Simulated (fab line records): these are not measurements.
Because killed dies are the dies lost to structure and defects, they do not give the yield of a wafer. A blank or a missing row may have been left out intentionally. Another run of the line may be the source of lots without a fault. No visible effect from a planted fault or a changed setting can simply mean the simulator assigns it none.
fab line records -- flow sky130 -- part 2 of 2: steps 30 to 40 of 40
[record] lots = 5, wafers = 15, last-day = 48
route steps=708 shown METAL3@571 VIA3@573 METAL4@598 CAP2M@603
lots that met no fault: from a run of the same line without faults
start-h: hours from the record's first day to the start of the lot's first wafer shown -- wait-h: how many hours have passed since the lot's step before this one -- " repeats the value in the row above -- L1.1+2: one row covering several wafers at once -- - no value present, or no start provided -- * or withheld: withheld -- < > ~ a bound
route shown NAME@n: a module of which the file shows steps, and the number in the route of the first -- usual: mean/standard deviation of fault-free wafers -- same: alike in all rows -- chamber/n: place in a boat -- sites: each site's reading -- _std_site: the values' standard deviation -- _edge_site: the outer-site mean with the inner-site mean subtracted -- radius-mm: for every site, how far away it sits from the centre of the wafer -- mask NAME#n: copy n -- behind: the most recent tool/chamber to have shaped the wafer -- hold: why the lot went on hold/how many hours it stayed there/how the hold came to an end -- device: the transistor (n, p or np) that didn't switch -- end of line: the route-end tests of the same wafers -- for a step that has no rows: nothing shown but its recipe -- killed: not the wafer's yield, but the dies lost to structure and defects at the first sort -- map: shows each die of a wafer: x if killed, . if not, _ if none is there
set.NAME: the run value of the setting; set.NAME@STEP: its run value at that earlier step -- model.NAME: the simulator's own value behind a step, which no gauge read
a table for each step, a row for each wafer; lots at some steps of the route
services: when a tool's chamber went out of use (start-h, in hours from the record's first day, below 0 if earlier), for how many hours, and the reason
[[steps]]
[step SKY_METAL4_SPUTTER_02]
[recipe] material = AlCu, target-thk-nm = 735, power-w = 10600, time-s = 39.1, chamber-pressure-pa = 0.4
[usual] throttle-valve-pct = 29.8/1.2
lot.wafer,tool,chamber,start-h,wait-h,throttle-valve-pct
L076.1,pvd-sputter-04,-,978.28,0.0,29.5
L076.3,pvd-sputter-04,-,978.28,0.0,29.8
L076.6,pvd-sputter-04,-,978.28,0.0,32.6
L077.1,pvd-sputter-03,-,988.44,0.0,30.3
L077.4,pvd-sputter-03,-,988.44,0.0,27.9
L077.5,pvd-sputter-03,-,988.44,0.0,28.2
L078.1,pvd-sputter-01,-,989.59,0.0,28.2
L078.3,pvd-sputter-01,-,989.59,0.0,29.2
L078.5,pvd-sputter-01,-,989.59,0.0,27.9
L080.3,pvd-sputter-04,-,992.34,0.0,29.7
L080.5,pvd-sputter-04,-,992.34,0.0,29.5
L080.6,pvd-sputter-04,-,992.34,0.0,29.8
L081.1,pvd-sputter-01,-,994.93,0.0,29.7
L081.3,pvd-sputter-01,-,994.93,0.0,28.6
L081.5,pvd-sputter-01,-,994.93,0.0,29.2
[step SKY_METAL4_SPUTTER_03]
[recipe] material = Ti, target-thk-nm = 5, power-w = 3000, time-s = 3.3, chamber-pressure-pa = 0.4
[usual] throttle-valve-pct = 29.8/1.2
lot.wafer,tool,chamber,start-h,wait-h,throttle-valve-pct
L076.1,pvd-sputter-04,-,978.32,0.0,29.6
L076.3,pvd-sputter-04,-,978.32,0.0,29.7
L076.6,pvd-sputter-04,-,978.32,0.0,32.6
L077.1,pvd-sputter-03,-,988.47,0.0,30.6
L077.4,pvd-sputter-03,-,988.47,0.0,28.1
L077.5,pvd-sputter-03,-,988.47,0.0,28.1
L078.1,pvd-sputter-01,-,989.62,0.0,28.1
L078.3,pvd-sputter-01,-,989.62,0.0,29.1
L078.5,pvd-sputter-01,-,989.62,0.0,28.2
L080.3,pvd-sputter-04,-,992.37,0.0,29.5
L080.5,pvd-sputter-04,-,992.37,0.0,29.4
L080.6,pvd-sputter-04,-,992.37,0.0,29.7
L081.1,pvd-sputter-01,-,994.97,0.0,29.5
L081.3,pvd-sputter-01,-,994.97,0.0,29.1
L081.5,pvd-sputter-01,-,994.97,0.0,29.1
[step SKY_METAL4_SPUTTER_04]
[recipe] material = TiN, target-thk-nm = 70, power-w = 6500, time-s = 58.3, chamber-pressure-pa = 0.4
[usual] throttle-valve-pct = 29.8/1.2
lot.wafer,tool,chamber,start-h,wait-h,throttle-valve-pct
L076.1,pvd-sputter-04,-,978.34,0.0,29.5
L076.3,pvd-sputter-04,-,978.34,0.0,30.0
L076.6,pvd-sputter-04,-,978.34,0.0,32.8
L077.1,pvd-sputter-03,-,988.49,0.0,30.1
L077.4,pvd-sputter-03,-,988.49,0.0,27.8
L077.5,pvd-sputter-03,-,988.49,0.0,28.1
L078.1,pvd-sputter-01,-,989.64,0.0,28.3
L078.3,pvd-sputter-01,-,989.64,0.0,29.2
L078.5,pvd-sputter-01,-,989.64,0.0,27.9
L080.3,pvd-sputter-04,-,992.39,0.0,29.6
L080.5,pvd-sputter-04,-,992.39,0.0,29.4
L080.6,pvd-sputter-04,-,992.39,0.0,29.7
L081.1,pvd-sputter-01,-,994.99,0.0,29.9
L081.3,pvd-sputter-01,-,994.99,0.0,28.7
L081.5,pvd-sputter-01,-,994.99,0.0,29.2
[step SKY_CAP2M_CVD_00]
[recipe] material = SiO2, target-thk-nm = 15.5, temp-c = 400, time-s = withheld, rf-w = 450
[usual] heater-power-w = 662/71
lot.wafer,tool,chamber,start-h,wait-h,heater-power-w
L076.1,pecvd-04,1,978.39,0.0,717
L076.3,pecvd-04,0,978.39,0.0,647
L076.6,pecvd-04,1,978.39,0.0,712
L077.1,pecvd-02,2,988.54,0.0,713
L077.4,pecvd-02,0,988.54,0.0,695
L077.5,pecvd-02,2,988.54,0.0,716
L078.1,pecvd-01,0,989.69,0.0,657
L078.3,pecvd-01,2,989.69,0.0,601
L078.5,pecvd-01,1,989.69,0.0,609
L080.3,pecvd-01,2,992.44,0.0,559
L080.5,pecvd-01,1,992.44,0.0,601
L080.6,pecvd-01,2,992.44,0.0,564
L081.1,pecvd-02,0,995.04,0.0,668
L081.3,pecvd-02,2,995.04,0.0,657
L081.5,pecvd-02,0,995.04,0.0,663
[step SKY_CAP2M_THK_MEAS_01]
[recipe] reads = SiO2_of_CAP2M_CVD_00
[usual] CAP2M_CVD_00_THK = 15.40/0.24
lot.wafer,tool,chamber,start-h,wait-h,CAP2M_CVD_00_THK[nm]
L076.1,film-metro-01,-,978.41,-,15.50
L076.3,film-metro-01,-,978.41,-,15.12
L076.6,film-metro-01,-,978.41,-,15.61
L077.1,film-metro-03,-,988.56,-,15.29
L077.4,film-metro-03,-,988.56,-,15.24
L077.5,film-metro-03,-,988.56,-,15.58
L078.1,film-metro-01,-,989.71,-,15.40
L078.3,film-metro-01,-,989.71,-,15.65
L078.5,film-metro-01,-,989.71,-,15.67
L080.3,film-metro-03,-,992.48,-,15.29
L080.5,film-metro-03,-,992.48,-,15.59
L080.6,film-metro-03,-,992.48,-,15.65
L081.1,film-metro-04,-,995.06,-,15.22
L081.3,film-metro-04,-,995.06,-,15.56
L081.5,film-metro-04,-,995.06,-,15.61
[step SKY_CAP2M_SPUTTER_02]
[recipe] material = TiN, target-thk-nm = 200, temp-c = 300, power-w = 6500, time-s = 166.7, chamber-pressure-pa = 0.4
[usual] throttle-valve-pct = 29.5/0.86
lot.wafer,tool,chamber,start-h,wait-h,throttle-valve-pct
L076.1,pvd-sputter-01,-,978.47,0.1,28.0
L076.3,pvd-sputter-01,-,978.47,0.1,28.9
L076.6,pvd-sputter-01,-,978.47,0.1,29.9
L077.1,pvd-sputter-01,-,988.62,0.1,28.4
L077.4,pvd-sputter-01,-,988.62,0.1,29.7
L077.5,pvd-sputter-01,-,988.62,0.1,28.0
L078.1,pvd-sputter-03,-,989.77,0.1,30.5
L078.3,pvd-sputter-03,-,989.77,0.1,28.1
L078.5,pvd-sputter-03,-,989.77,0.1,29.0
L080.3,pvd-sputter-03,-,992.52,0.0,30.4
L080.5,pvd-sputter-03,-,992.52,0.0,29.1
L080.6,pvd-sputter-03,-,992.52,0.0,28.2
L081.1,pvd-sputter-02,-,995.12,0.1,28.5
L081.3,pvd-sputter-02,-,995.12,0.1,30.6
L081.5,pvd-sputter-02,-,995.12,0.1,29.7
[step SKY_CAP2M_RS_MEAS_03]
[recipe] thk-meas-gauge = four-point-probe, reads = TiN_of_CAP2M_SPUTTER_02
[usual] CAP2M_TIN_RS = 6.90/0.096
lot.wafer,tool,chamber,start-h,wait-h,CAP2M_TIN_RS[ohm/sq]
L076.1,film-metro-03,-,978.58,0.1,6.93
L076.3,film-metro-03,-,978.58,0.1,6.82
L076.6,film-metro-03,-,978.58,0.1,7.01
L077.1,film-metro-01,-,988.73,0.1,7.00
L077.4,film-metro-01,-,988.73,0.1,7.05
L077.5,film-metro-01,-,988.73,0.1,6.99
L078.1,film-metro-01,-,989.88,0.1,6.75
L078.3,film-metro-01,-,989.88,0.1,6.79
L078.5,film-metro-01,-,989.88,0.1,6.83
L080.3,film-metro-01,-,992.67,0.1,6.98
L080.5,film-metro-01,-,992.67,0.1,6.93
L080.6,film-metro-01,-,992.67,0.1,6.91
L081.1,film-metro-04,-,995.23,0.1,7.02
L081.3,film-metro-04,-,995.23,0.1,7.12
L081.5,film-metro-04,-,995.23,0.1,7.11
[step SKY_CAP2M_THK_MEAS_04]
[recipe] thk-meas-gauge = xrf, reads = TiN_of_CAP2M_SPUTTER_02
[usual] CAP2M_TIN_THK = 198.8/2.8
lot.wafer,tool,chamber,start-h,wait-h,CAP2M_TIN_THK[nm]
L076.1,film-metro-03,-,978.70,0.1,197.3
L076.3,film-metro-03,-,978.70,0.1,201.3
L076.6,film-metro-03,-,978.70,0.1,196.0
L077.1,film-metro-01,-,988.85,0.1,195.1
L077.4,film-metro-01,-,988.85,0.1,193.9
L077.5,film-metro-01,-,988.85,0.1,196.0
L078.1,film-metro-01,-,990.00,0.1,203.2
L078.3,film-metro-01,-,990.00,0.1,201.2
L078.5,film-metro-01,-,990.00,0.1,199.6
L080.3,film-metro-01,-,992.77,0.1,195.5
L080.5,film-metro-01,-,992.77,0.1,197.3
L080.6,film-metro-01,-,992.77,0.1,197.0
L081.1,film-metro-04,-,995.35,0.1,195.3
L081.3,film-metro-04,-,995.35,0.1,192.6
L081.5,film-metro-04,-,995.35,0.1,193.1
[step SKY_CAP2M_DEHYDRATE_05]
[recipe] temp-c = 200, time-s = 60
[usual] heater-power-total-W = 160.38/0.12
lot.wafer,tool,chamber,start-h,wait-h,heater-power-total-W
L076.1,litho-track-01,0,991.20,12.5,160.23
L076.3,litho-track-01,0,991.20,12.5,160.29
L076.6,litho-track-01,0,991.20,12.5,160.25
L077.1,litho-track-03,0,1000.97,12.1,160.43
L077.4,litho-track-03,0,1000.97,12.1,160.31
L077.5,litho-track-03,0,1000.97,12.1,160.28
L078.1,litho-track-02,0,1001.70,11.7,160.33
L078.3,litho-track-02,0,1001.70,11.7,160.57
L078.5,litho-track-02,0,1001.70,11.7,160.56
L080.3,litho-track-01,0,1004.40,11.6,160.23
L080.5,litho-track-01,0,1004.40,11.6,160.57
L080.6,litho-track-01,0,1004.40,11.6,160.62
L081.1,litho-track-03,0,1006.57,11.2,160.23
L081.3,litho-track-03,0,1006.57,11.2,160.39
L081.5,litho-track-03,0,1006.57,11.2,160.50
[step SKY_CAP2M_HMDS_06]
[recipe] prime-time-s = 60, prime-temp-c = 120
lot.wafer,tool,chamber,start-h,wait-h
L076.1+3+6,litho-track-01,0,991.35,0.1
L077.1+4+5,litho-track-03,0,1001.12,0.1
L078.1+3+5,litho-track-02,0,1001.85,0.1
L080.3+5+6,litho-track-01,0,1004.55,0.1
L081.1+3+5,litho-track-03,0,1006.72,0.1
[step SKY_CAP2M_COAT_07]
[recipe] resist = NOVOLAK, spin-rpm = 3000, resist-thk-nm = 1140
lot.wafer,tool,chamber,start-h,wait-h
L076.1+3+6,litho-track-01,0,991.50,0.1
L077.1+4+5,litho-track-03,0,1001.27,0.1
L078.1+3+5,litho-track-02,0,1002.00,0.1
L080.3+5+6,litho-track-01,0,1004.70,0.1
L081.1+3+5,litho-track-03,0,1006.87,0.1
[[services]]
tool,chamber,start-h,hours,kind
hdpcvd-02,1,926.74,3.7,repair
pecvd-04,1,931.87,6.2,repair
pvd-sputter-02,-,937.61,0.6,repair
pvd-sputter-04,-,938.79,2.2,repair
cvd-w-02,-,940.19,6.9,pm
hdpcvd-02,-,950.29,15.0,pm
krf-scanner-01,-,951.48,11.6,pm
rie-diel-04,-,956.41,1.5,repair
rie-diel-03,1,957.67,6.3,repair
krf-scanner-02,-,963.03,1.3,pm
krf-scanner-01,-,964.44,1.0,pm
krf-scanner-01,-,965.44,0.8,pm
cvd-w-02,0,965.64,2.4,repair
krf-scanner-01,-,966.19,3.6,pm
krf-scanner-02,-,974.22,6.2,repair
pvd-sputter-02,-,980.89,4.8,repair
rie-diel-04,3,985.74,3.2,repair
pvd-sputter-01,-,990.40,2.7,repair
rie-diel-03,2,1002.02,9.2,repair
plasma-asher-04,-,1002.74,1.3,repair
rie-diel-01,1,1004.00,16.7,repair
hdpcvd-01,-,1005.28,0.8,repair
cmp-01,-,1005.91,0.6,repair
cmp-01,-,1006.19,1.1,repair
